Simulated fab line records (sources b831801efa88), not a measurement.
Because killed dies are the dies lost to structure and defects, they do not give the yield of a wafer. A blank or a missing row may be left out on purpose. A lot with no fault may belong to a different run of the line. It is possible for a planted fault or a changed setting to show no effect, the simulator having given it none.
One fault through the eyes of 2 desks / flow gf180mcu / only its own numbers are on each desk; what lay behind them is given at the end

## THE TOOL OWNER'S DESK: pecvd-01
The tool's own readings at GF_PASSIVATION_CVD_02 (deposits Si3N4, target thk 700 nm, time 486.18 s): means of the sampled wafers that have a number, for each lot that ran on this tool. Any lot whose mean is over 4 standard deviations away from the usual mean is out of limits and marked OUT; that distance is given in the brackets.
Columns: A = heater_power_w at GF_PASSIVATION_CVD_02, usual 802 W; B = rf_fwd_power_W at GF_PASSIVATION_CVD_02, usual 449.1 W
lot=L133; first seen here=day 30 03:18; A=756; B=450.6
lot=L136; first seen here=day 30 20:08; A=794; B=473.2 (+19) OUT
lot=L146; first seen here=day 33 07:20; A=763; B=447.8
lot=L148; first seen here=day 33 20:01; A=795; B=449.0
This desk's verdict: out of limits on L136, starting with L136 at day 30 20:08 (rf_fwd_power_W at GF_PASSIVATION_CVD_02). L133, L146, L148: within limits.

## METROLOGY DESK
Means of the sampled wafers that have a number, per lot and without regard to the tool the lot ran on: this is what the gauges read. Any lot whose mean is over 4 standard deviations away from the usual mean is out of limits and marked OUT; that distance is given in the brackets.
Columns: A = PASSIVATION_CVD_02_THK at GF_PASSIVATION_THK_MEAS_03, usual 701 nm
lot=L128; first seen here=day 28 12:41; A=699
lot=L129; first seen here=day 28 15:11; A=712
lot=L132; first seen here=day 29 20:11; A=693
lot=L133; first seen here=day 30 03:37; A=699
lot=L136; first seen here=day 30 20:25; A=715
lot=L137; first seen here=day 31 05:23; A=699
lot=L142; first seen here=day 32 08:46; A=700
lot=L143; first seen here=day 32 16:03; A=702
lot=L146; first seen here=day 33 07:39; A=713
lot=L147; first seen here=day 33 14:45; A=699
lot=L148; first seen here=day 33 20:19; A=708
This desk's finding: nothing out of limits on any of the 11 lots.

## TAKEN TOGETHER
The tool owner's desk could have raised an alarm at day 30 20:08, on L136.
Metrology desk: nothing out of limits seen.
The metrology desk holds a record of L136, inside its limits.
The lots listed all ran GF_PASSIVATION_CVD_02 on pecvd-01.

## WHAT HAD BEEN PUT IN BY THE SIMULATOR
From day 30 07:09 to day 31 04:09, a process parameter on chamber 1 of pecvd-01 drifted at GF_PASSIVATION_CVD_02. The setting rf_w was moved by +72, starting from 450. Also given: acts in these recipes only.
Lots struck among those shown: L136.
Hours from the fault's start to each desk's first reading out of limits: the tool owner's desk, 13.
